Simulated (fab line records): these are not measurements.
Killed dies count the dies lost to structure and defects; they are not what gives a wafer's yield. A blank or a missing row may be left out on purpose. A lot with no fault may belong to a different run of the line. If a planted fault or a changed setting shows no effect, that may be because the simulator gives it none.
Check for tools in common / flow sky130 / Lots sampled 12, wafers sampled 36

== WHY IT WAS OPENED ==
At SKY_NWELL_TW_MEAS_15 the reading NWELL_TW is flagged on 1 of 12 lots. Fault-free wafers read 1831, with a standard deviation of 9.6.
Rule: flag the lot when none of its wafers has a number, or when each of its wafers that has one lies beyond 4 standard deviations from that mean. The rest of the lots are taken to be sound.

lot=L971; measured=day 4 21:11; on=film metro-04; NWELL_TW, wafer by wafer=1844 1847 1835; flag=
lot=L972; measured=day 5 04:13; on=film metro-02; NWELL_TW, wafer by wafer=1824 1841 1831; flag=
lot=L974; measured=day 5 13:52; on=film metro-04; NWELL_TW, wafer by wafer=1836 1844 1830; flag=
lot=L976; measured=day 6 03:01; on=film metro-02; NWELL_TW, wafer by wafer=1849 1850 1847; flag=
lot=L978; measured=day 6 13:22; on=film metro-04; NWELL_TW, wafer by wafer=1823 1827 1829; flag=
lot=L982; measured=day 7 14:41; on=film metro-03; NWELL_TW, wafer by wafer=30 30 30; flag=FLAGGED
lot=L983; measured=day 7 19:16; on=film metro-03; NWELL_TW, wafer by wafer=1835 1836 1837; flag=
lot=L985; measured=day 8 04:37; on=film metro-03; NWELL_TW, wafer by wafer=1822 1828 1819; flag=
lot=L989; measured=day 9 03:13; on=film metro-02; NWELL_TW, wafer by wafer=1831 1840 1832; flag=
lot=L991; measured=day 9 14:31; on=film metro-03; NWELL_TW, wafer by wafer=1813 1827 1821; flag=
lot=L992; measured=day 9 19:28; on=film metro-02; NWELL_TW, wafer by wafer=1819 1828 1841; flag=
lot=L993; measured=day 10 03:10; on=film metro-04; NWELL_TW, wafer by wafer=1838 1834 1832; flag=
On average the flagged lots read 30, which is -1801 against the usual, or -99 or more standard deviations.

== WHICH TOOL RAN EACH LOT ==
The record keeps 1 process step preceding the reading, out of 708 steps on the route. Every cell lists first the tool, next ch and the chambers used by the sampled wafers, and last the start.
lot=L971; flag=; SKY_NWELL_EXPOSE_07=iline stepper-01 ch 0, day 4 12:46
lot=L972; flag=; SKY_NWELL_EXPOSE_07=iline stepper-01 ch 0, day 4 19:05
lot=L974; flag=; SKY_NWELL_EXPOSE_07=iline stepper-01 ch 0, day 5 04:15
lot=L976; flag=; SKY_NWELL_EXPOSE_07=iline stepper-01 ch 0, day 5 17:21
lot=L978; flag=; SKY_NWELL_EXPOSE_07=iline stepper-01 ch 0, day 6 03:34
lot=L982; flag=FLAGGED; SKY_NWELL_EXPOSE_07=iline stepper-02 ch 0, day 7 04:01
lot=L983; flag=; SKY_NWELL_EXPOSE_07=iline stepper-02 ch 0, day 7 09:36
lot=L985; flag=; SKY_NWELL_EXPOSE_07=iline stepper-02 ch 0, day 7 18:20
lot=L989; flag=; SKY_NWELL_EXPOSE_07=iline stepper-01 ch 0, day 8 16:19
lot=L991; flag=; SKY_NWELL_EXPOSE_07=iline stepper-02 ch 0, day 9 03:39
lot=L992; flag=; SKY_NWELL_EXPOSE_07=iline stepper-01 ch 0, day 9 08:35
lot=L993; flag=; SKY_NWELL_EXPOSE_07=iline stepper-01 ch 0, day 9 15:57
These steps, and what they do:
- SKY_NWELL_EXPOSE_07: exposes mask NWM, target cd 840 nm.
- SKY_NWELL_TW_MEAS_15

== FLAGGED OVER TOTAL, TOOL BY TOOL (the gauges that took the reading come last) ==
step=SKY_NWELL_EXPOSE_07; tool=iline stepper-01; lots run=8; flagged=0; share of the flagged lots=none; sound lots run after its first flagged lot=-
step=SKY_NWELL_EXPOSE_07; tool=iline stepper-02; lots run=4; flagged=1; share of the flagged lots=all; sound lots run after its first flagged lot=3 (L983,L985,L991)
step=SKY_NWELL_TW_MEAS_15; tool=film metro-02; lots run=4; flagged=0; share of the flagged lots=none; sound lots run after its first flagged lot=-
step=SKY_NWELL_TW_MEAS_15; tool=film metro-03; lots run=4; flagged=1; share of the flagged lots=all; sound lots run after its first flagged lot=3 (L983,L985,L991)
step=SKY_NWELL_TW_MEAS_15; tool=film metro-04; lots run=4; flagged=0; share of the flagged lots=none; sound lots run after its first flagged lot=-

== WHAT THE TABLE ALLOWS ==
Every flagged lot went through 2 rows of the table: iline stepper-02 at SKY_NWELL_EXPOSE_07 and film metro-03 at SKY_NWELL_TW_MEAS_15.
- iline stepper-02 at SKY_NWELL_EXPOSE_07: 1 of its 4 lots flagged. Sound lots ran on it after the first flagged one (L983, L985, L991), which a lasting fault on the whole tool wouldn't allow.
- film metro-03 at SKY_NWELL_TW_MEAS_15: 1 of its 4 lots flagged. Sound lots ran on it after the first flagged one (L983, L985, L991), which a lasting fault on the whole tool wouldn't allow.
No row of the table ran every flagged lot and no sound lot after the first.

== WHAT HAD BEEN PUT IN BY THE SIMULATOR ==
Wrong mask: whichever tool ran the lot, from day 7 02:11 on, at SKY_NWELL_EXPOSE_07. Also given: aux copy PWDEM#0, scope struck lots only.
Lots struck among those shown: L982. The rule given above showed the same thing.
